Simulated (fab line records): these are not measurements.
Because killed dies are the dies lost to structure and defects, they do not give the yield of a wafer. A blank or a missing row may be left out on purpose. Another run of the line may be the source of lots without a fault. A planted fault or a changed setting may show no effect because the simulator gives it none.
The tool behind it: which one? || flow sky130 || 39 wafers from 13 lots sampled at 2 of the route's 708 steps

== WHAT THE GAUGES SHOWED, per wafer ==
SKY_PWDE_TW_MEAS_10. Usual: PWDE_TW gives 376.8 (standard deviation 2.7).
{"lot": "L470", "measured": "day 3 20:07", "on": "film_metro-02", "PWDE_TW": "379.8 376.9 377.8", "flag": ""}
{"lot": "L472", "measured": "day 4 06:20", "on": "film_metro-04", "PWDE_TW": "381.8 380.9 380.8", "flag": ""}
{"lot": "L475", "measured": "day 5 15:55", "on": "film_metro-02", "PWDE_TW": "375.7 376.3 372.8", "flag": ""}
{"lot": "L476", "measured": "day 5 20:57", "on": "film_metro-02", "PWDE_TW": "374.7 374.0 375.9", "flag": ""}
{"lot": "L478", "measured": "day 6 05:47", "on": "film_metro-04", "PWDE_TW": "379.4 380.6 380.5", "flag": ""}
{"lot": "L479", "measured": "day 6 06:08", "on": "film_metro-03", "PWDE_TW": "372.4 374.8 373.1", "flag": ""}
{"lot": "L481", "measured": "day 6 20:04", "on": "film_metro-02", "PWDE_TW": "372.8 372.5 373.6", "flag": ""}
{"lot": "L483", "measured": "day 7 01:32", "on": "film_metro-02", "PWDE_TW": "380.0 379.7 380.9", "flag": ""}
{"lot": "L484", "measured": "day 7 05:00", "on": "film_metro-02", "PWDE_TW": "378.2 378.2 379.0", "flag": ""}
{"lot": "L488", "measured": "day 8 00:44", "on": "film_metro-02", "PWDE_TW": "377.9 379.4 377.9", "flag": ""}
{"lot": "L491", "measured": "day 8 21:54", "on": "film_metro-03", "PWDE_TW": "375.6 376.5 376.7", "flag": ""}
{"lot": "L492", "measured": "day 9 00:48", "on": "film_metro-04", "PWDE_TW": "377.3 376.0 376.9", "flag": ""}
{"lot": "L493", "measured": "day 9 05:01", "on": "film_metro-03", "PWDE_TW": "373.9 373.7 373.5", "flag": ""}

SKY_VT_ADJUST_HVTP_CD_MEAS_07: the cd target is 380 nm. Usual: 379.8 nm for cd_nm, sd 2.2.
{"lot": "L470", "measured": "day 5 22:40", "on": "cd_sem-01", "cd_nm (nm)": "379.2 378.6 379.2", "flag": ""}
{"lot": "L472", "measured": "day 6 10:56", "on": "cd_sem-01", "cd_nm (nm)": "380.3 380.8 378.3", "flag": ""}
{"lot": "L475", "measured": "day 8 01:04", "on": "cd_sem-02", "cd_nm (nm)": "377.7 378.8 377.8", "flag": ""}
{"lot": "L476", "measured": "day 8 06:46", "on": "cd_sem-01", "cd_nm (nm)": "381.1 381.0 380.7", "flag": ""}
{"lot": "L478", "measured": "day 8 17:34", "on": "cd_sem-02", "cd_nm (nm)": "383.4 381.5 382.1", "flag": ""}
{"lot": "L479", "measured": "day 8 17:55", "on": "cd_sem-02", "cd_nm (nm)": "385.5 383.3 382.0", "flag": ""}
{"lot": "L481", "measured": "day 9 09:37", "on": "cd_sem-02", "cd_nm (nm)": "379.4 381.8 380.6", "flag": ""}
{"lot": "L483", "measured": "day 9 15:19", "on": "cd_sem-01", "cd_nm (nm)": "380.8 380.0 378.8", "flag": ""}
{"lot": "L484", "measured": "day 9 18:54", "on": "cd_sem-01", "cd_nm (nm)": "378.7 376.2 380.5", "flag": ""}
{"lot": "L488", "measured": "day 10 19:11", "on": "cd_sem-01", "cd_nm (nm)": "383.1 383.2 383.0", "flag": ""}
{"lot": "L491", "measured": "day 11 18:47", "on": "cd_sem-02", "cd_nm (nm)": "382.8 382.4 383.1", "flag": ""}
{"lot": "L492", "measured": "day 11 21:44", "on": "cd_sem-02", "cd_nm (nm)": "382.2 379.2 378.2", "flag": ""}
{"lot": "L493", "measured": "day 12 03:15", "on": "cd_sem-02", "cd_nm (nm)": "377.3 376.9 379.5", "flag": ""}

== TOOL THAT RAN EACH LOT (tool first, then ch and the chambers of the sampled wafers, then the start) ==
Record: no process step prior to these readings.

== AS READ BY THE TOOLS THEMSELVES (means over the sampled wafers that have a number; for cases with no such wafer, the mark the record gives instead) ==
The record holds no such reading with a usual standard deviation.

== THE ANSWER, worked out from the rows above alone ==
Rule: a lot is off if the mean of its wafers that have a number lies more than 3 standard deviations from the usual mean. A lot without any number at a reading at which 4 lots or more have one is off too. The other lots that the step has rows for count as sound. Order of review: gauges by route order, followed by the tools' own readings, for which a lot's mean as printed above is used. At the first step where some lot is off, the reading lying furthest off is the one used; lots without a number count as furthest.
Nothing can be told from this: no lot is off at any reading shown.

== WHAT HAD BEEN PUT IN BY THE SIMULATOR ==
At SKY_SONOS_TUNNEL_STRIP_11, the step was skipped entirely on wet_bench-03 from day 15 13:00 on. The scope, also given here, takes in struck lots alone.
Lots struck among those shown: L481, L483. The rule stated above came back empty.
